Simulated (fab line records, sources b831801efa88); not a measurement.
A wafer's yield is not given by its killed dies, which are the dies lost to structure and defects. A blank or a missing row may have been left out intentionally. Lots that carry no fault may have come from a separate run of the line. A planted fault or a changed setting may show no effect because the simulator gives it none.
Comparing a struck lot with a sound one -- flow gf180mcu -- 15 steps out of a route of 602
Sound: wafers L108.1, L108.3, L108.6. Wafers struck: L126.1, L126.4, L126.6. Last of all comes the cause.
Each step with rows lists, per side, the tool, then ch with its chambers, then its first start. Under that, the readings that differ: sound wafers -- struck wafers -- difference of the means -- sigmas: that difference in standard deviations of wafers without a fault.
alike: words and numbers the same on both sides, and readings whose means are apart by under 2 such deviations; not compared: readings that were withheld, readings missing a value for some wafer, numbers with overlapping values and no deviation given by the record, and bounds like >300 which may hide the same value.
A row with sigmas, a row that says differs or no value, or rows on one side alone: a step with any of these is where the two part. When numbers do not overlap yet have no deviation, they are printed without sigmas and do not part them. A reading missing from all wafers of one side parts the sides only when that side holds two or more wafers.

GF_VT_IMPLANT_OVL_MEAS_18:
  sound on overlay-01, day 7 01:08; struck on overlay-01, day 11 18:50
  alike: VT_IMPLANT_01_OVL
after that, 1 step had no rows for these wafers: GF_VT_IMPLANT_IMPLANT_19.
GF_VT_IMPLANT_STRIP_20: strips in O2/N2.
  sound on plasma_asher-01 ch 1, day 7 01:19; struck on plasma_asher-03 ch 0,1, day 11 19:01
  alike: drypump_motor_current_A, heater_power_w, oes_product_au, strip_time_to_endpoint_s
  not compared: rf_hours_counter_h
GF_VT_IMPLANT_TW_MEAS_21:
  sound on film_metro-04, day 7 01:25; struck on film_metro-01, day 11 19:07
  alike: VT_IMPLANT_2_TW
then, 7 steps without rows for these wafers: GF_VT_IMPLANT_DEHYDRATE_22 (time 60 s); GF_VT_IMPLANT_HMDS_23 (prime time 60 s); GF_VT_IMPLANT_COAT_24 (resist thk 1000 nm); GF_VT_IMPLANT_SOFTBAKE_25 (time 60 s); GF_VT_IMPLANT_EXPOSE_26 (exposes mask LVPWELL HV AREA, target cd 860 nm); GF_VT_IMPLANT_PEB_27; GF_VT_IMPLANT_DEVELOP_28 (develop time 60 s).
GF_VT_IMPLANT_OVL_MEAS_29:
  sound on overlay-01, day 7 16:20; struck on overlay-02, day 12 13:58
  alike: VT_IMPLANT_02_OVL
GF_VT_IMPLANT_IMPLANT_30:
  sound on implanter-04 ch 0, day 7 16:22; struck on implanter-03 ch 0, day 12 14:00
reading,sound,struck,difference,sigmas
beam_energy_keV,25.001 24.996 24.994,25.792 25.791 25.802,+0.798,+99 or more
model.implant.rp_nm (nm),80.41 80.41 80.41,83.61 83.61 83.61,+3.20,
model.implant.drp_nm (nm),35.62 35.62 35.62,36.95 36.95 36.95,+1.33,
GF_VT_IMPLANT_STRIP_31: strips in O2/N2.
  sound on plasma_asher-04 ch 0,1, day 7 16:31; struck on plasma_asher-04 ch 0, day 12 14:09
  alike: drypump_motor_current_A, heater_power_w, oes_product_au, strip_time_to_endpoint_s
  not compared: rf_hours_counter_h
after that, 1 step had no rows for these wafers: GF_PASSIVATION_PROBE_99.

WHERE THEY PART
At GF_VT_IMPLANT_IMPLANT_30 and nowhere else, as far as this record goes. Later steps at which nothing parts them and some readings are alike: GF_VT_IMPLANT_STRIP_31.

WHY: whatever the simulator had introduced
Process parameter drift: implanter-03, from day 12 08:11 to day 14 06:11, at GF_VT_IMPLANT_IMPLANT_30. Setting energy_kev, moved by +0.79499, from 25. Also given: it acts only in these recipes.
